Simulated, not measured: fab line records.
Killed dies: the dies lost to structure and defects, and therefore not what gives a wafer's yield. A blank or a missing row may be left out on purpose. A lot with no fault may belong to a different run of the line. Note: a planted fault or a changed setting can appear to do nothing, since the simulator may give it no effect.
The tool behind it: which one? | flow gf180mcu | Sampling: 13 lots, 39 wafers, 5 of 602 route steps

WHAT EACH GAUGE READ, for each wafer
GF_M4_CD_MEAS_14 targets a cd of 280 nm. Usual: cdNm 280.0 nm, standard deviation 1.2.
lot  | measured     | on       | cdNm (nm)         | flag
L191 | day 23 12:30 | cdSem-02 | 280.1 279.9 280.0 | 
L192 | day 23 19:34 | cdSem-02 | 279.5 279.7 279.3 | 
L194 | day 24 06:31 | cdSem-02 | 277.5 278.4 280.0 | 
L193 | day 24 06:40 | cdSem-02 | 278.0 277.6 277.5 | 
L195 | day 24 22:32 | cdSem-01 | 279.4 279.0 278.4 | 
L196 | day 24 23:20 | cdSem-01 | 278.9 279.0 278.4 | 
L197 | day 25 07:03 | cdSem-01 | 282.0 282.1 281.8 | 
L198 | day 25 11:31 | cdSem-02 | 280.4 281.3 280.4 | 
L202 | day 26 19:34 | cdSem-02 | 282.9 280.4 280.2 | 
L203 | day 27 08:50 | cdSem-01 | 279.3 280.2 279.6 | 
L204 | day 27 16:52 | cdSem-01 | 281.5 282.0 281.7 | 
L211 | day 30 01:01 | cdSem-02 | 288.3 287.5 288.2 | OFF
L213 | day 30 10:37 | cdSem-02 | 286.7 286.8 286.8 | OFF

GF_V4_CD_MEAS_14 targets a cd of 260 nm. Usual: cdNm 259.9 nm, standard deviation 1.3.
lot  | measured     | on       | cdNm (nm)         | flag
L191 | day 24 12:12 | cdSem-01 | 258.1 256.8 257.6 | 
L192 | day 24 19:17 | cdSem-02 | 261.5 260.1 259.4 | 
L194 | day 25 05:43 | cdSem-02 | 263.4 262.4 262.8 | 
L193 | day 25 06:05 | cdSem-02 | 260.4 260.8 260.5 | 
L195 | day 25 22:40 | cdSem-01 | 257.2 257.7 258.8 | 
L196 | day 25 23:01 | cdSem-01 | 259.9 261.2 260.6 | 
L197 | day 26 06:45 | cdSem-01 | 258.7 261.1 260.1 | 
L198 | day 26 10:22 | cdSem-02 | 261.0 260.7 261.1 | 
L202 | day 27 17:49 | cdSem-02 | 259.4 258.8 259.4 | 
L203 | day 28 07:14 | cdSem-01 | 258.8 258.5 259.1 | 
L204 | day 28 14:06 | cdSem-02 | 260.7 260.6 259.9 | 
L211 | day 30 20:38 | cdSem-02 | 260.2 260.4 259.4 | 
L213 | day 31 05:10 | cdSem-02 | 262.3 260.6 261.3 | 

WHICH TOOL RAN EACH LOT (tool, then ch and the chambers of the sampled wafers, then the start)
lot  | GF_V2_CVD_23                 | GF_M4_SOFTBAKE_10                | GF_V4_CVD_02
L191 | cvdW-02 ch 0,1, day 20 11:29 | lithoTrack-04 ch 0, day 23 01:16 | pecvd-02 ch 1,2, day 23 13:28
L192 | cvdW-01 ch 0,1, day 20 18:20 | lithoTrack-02 ch 0, day 23 08:27 | pecvd-04 ch 0,1, day 23 20:35
L194 | cvdW-02 ch 0,1, day 21 05:39 | lithoTrack-03 ch 0, day 23 19:03 | pecvd-03 ch 0,1,2, day 24 07:27
L193 | cvdW-01 ch 0,1, day 21 06:16 | lithoTrack-02 ch 0, day 23 19:21 | pecvd-02 ch 1,2, day 24 07:41
L195 | cvdW-02 ch 0,1, day 21 23:28 | lithoTrack-03 ch 0, day 24 11:25 | pecvd-02 ch 0,1,2, day 24 23:29
L196 | cvdW-01 ch 0,1, day 22 01:14 | lithoTrack-02 ch 0, day 24 12:27 | pecvd-03 ch 0,2, day 25 00:33
L197 | cvdW-01 ch 0,1, day 22 08:41 | lithoTrack-02 ch 0, day 24 20:04 | pecvd-03 ch 0,1,2, day 25 08:01
L198 | cvdW-02 ch 0,1, day 22 14:05 | lithoTrack-04 ch 0, day 25 00:37 | pecvd-02 ch 0,2, day 25 12:28
L202 | cvdW-01 ch 0,1, day 23 22:26 | lithoTrack-03 ch 0, day 26 08:45 | pecvd-03 ch 0,2, day 26 20:30
L203 | cvdW-02 ch 0,1, day 24 11:38 | lithoTrack-02 ch 0, day 26 21:57 | pecvd-02 ch 0,1, day 27 09:49
L204 | cvdW-01 ch 0,1, day 24 21:37 | lithoTrack-02 ch 0, day 27 06:37 | pecvd-04 ch 0,1,2, day 27 17:49
L211 | cvdW-01 ch 0,1, day 27 10:41 | lithoTrack-02 ch 0, day 29 15:28 | pecvd-03 ch 0,1,2, day 30 02:04
L213 | cvdW-01 ch 0,1, day 27 21:41 | lithoTrack-02 ch 0, day 30 01:43 | pecvd-04 ch 0,2, day 30 11:40
- GF_V2_CVD_23: deposits W, target thk 350 nm, time 104.94 s.
- GF_M4_SOFTBAKE_10: time 60 s.
- GF_V4_CVD_02: deposits SiO2 from TEOS, target thk 850 nm, time 94.851 s.

WHAT THE TOOLS THEMSELVES READ (means of the sampled wafers that have a number; where no wafer has one, the mark that the record gives instead)
GF_V2_CVD_23. Usual: heaterPowerW 805 W, standard deviation 85; susceptorTempC 399.99 C, standard deviation 0.21.
lot  | tool    | heaterPowerW (W) | susceptorTempC (C) | flag
L191 | cvdW-02 | 747              | 399.97             | 
L192 | cvdW-01 | 808              | 400.07             | 
L194 | cvdW-02 | 745              | 399.81             | 
L193 | cvdW-01 | 883              | 400.13             | 
L195 | cvdW-02 | 796              | 400.08             | 
L196 | cvdW-01 | 864              | 399.71             | 
L197 | cvdW-01 | 819              | 400.24             | 
L198 | cvdW-02 | 801              | 399.79             | 
L202 | cvdW-01 | 816              | 400.05             | 
L203 | cvdW-02 | 744              | 400.03             | 
L204 | cvdW-01 | 880              | 399.99             | 
L211 | cvdW-01 | 825              | 400.12             | 
L213 | cvdW-01 | 877              | 400.03             | 

GF_M4_SOFTBAKE_10. Usual: heaterPowerTotalW 93.05 W, standard deviation 0.059; plateTempC 129.99 C, standard deviation 0.13.
lot  | tool          | heaterPowerTotalW (W) | plateTempC (C) | flag
L191 | lithoTrack-04 | 93.01                 | 129.90         | 
L192 | lithoTrack-02 | 93.07                 | 130.06         | 
L194 | lithoTrack-03 | 93.09                 | 129.96         | 
L193 | lithoTrack-02 | 93.01                 | 130.12         | 
L195 | lithoTrack-03 | 93.06                 | 130.06         | 
L196 | lithoTrack-02 | 93.02                 | 129.76         | 
L197 | lithoTrack-02 | 93.06                 | 129.81         | 
L198 | lithoTrack-04 | 93.10                 | 129.91         | 
L202 | lithoTrack-03 | 93.03                 | 130.07         | 
L203 | lithoTrack-02 | 93.04                 | 129.99         | 
L204 | lithoTrack-02 | 93.08                 | 130.00         | 
L211 | lithoTrack-02 | 90.53                 | 127.14         | OFF
L213 | lithoTrack-02 | 90.54                 | 127.24         | OFF

GF_V4_CVD_02. Usual: heaterPowerW 665 W, standard deviation 100; susceptorTempC 399.97 C, standard deviation 0.23.
lot  | tool     | heaterPowerW (W) | susceptorTempC (C) | flag
L191 | pecvd-02 | 583              | 399.89             | 
L192 | pecvd-04 | 773              | 399.75             | 
L194 | pecvd-03 | 633              | 399.95             | 
L193 | pecvd-02 | 707              | 400.00             | 
L195 | pecvd-02 | 728              | 399.87             | 
L196 | pecvd-03 | 545              | 399.98             | 
L197 | pecvd-03 | 573              | 399.97             | 
L198 | pecvd-02 | 752              | 400.14             | 
L202 | pecvd-03 | 604              | 400.01             | 
L203 | pecvd-02 | 858              | 400.03             | 
L204 | pecvd-04 | 644              | 400.14             | 
L211 | pecvd-03 | 579              | 399.91             | 
L213 | pecvd-04 | 563              | 399.96             | 

THE ANSWER, worked out from the rows above alone
Rule: lot off if the mean of its wafers having a number is beyond 3 standard deviations from the usual mean. Also off: a lot with no number at a reading for which 4 or more lots have one. All remaining lots with rows at the step are treated as sound. After the gauges, taken in route order, come the tools' own readings; for these a lot's mean is taken, as printed above. The first step at which some lot is off is used, and at that step the reading that is off furthest; a lot without a number counts as furthest.
Off, at GF_M4_CD_MEAS_14 on cdNm: L211, L213.
If a tool, at a process step before that reading, ran all the lots that are off and no sound lot after the first of them, it fits. Not tried: the gauges at GF_M4_CD_MEAS_14; whatever is off there is also off at GF_M4_SOFTBAKE_10, on other tools, and gauge error can't account for it. This does not decide it: 2 tools fit, namely cvdW-01 at GF_V2_CVD_23 and lithoTrack-02 at GF_M4_SOFTBAKE_10.

WHAT HAD BEEN PUT IN BY THE SIMULATOR
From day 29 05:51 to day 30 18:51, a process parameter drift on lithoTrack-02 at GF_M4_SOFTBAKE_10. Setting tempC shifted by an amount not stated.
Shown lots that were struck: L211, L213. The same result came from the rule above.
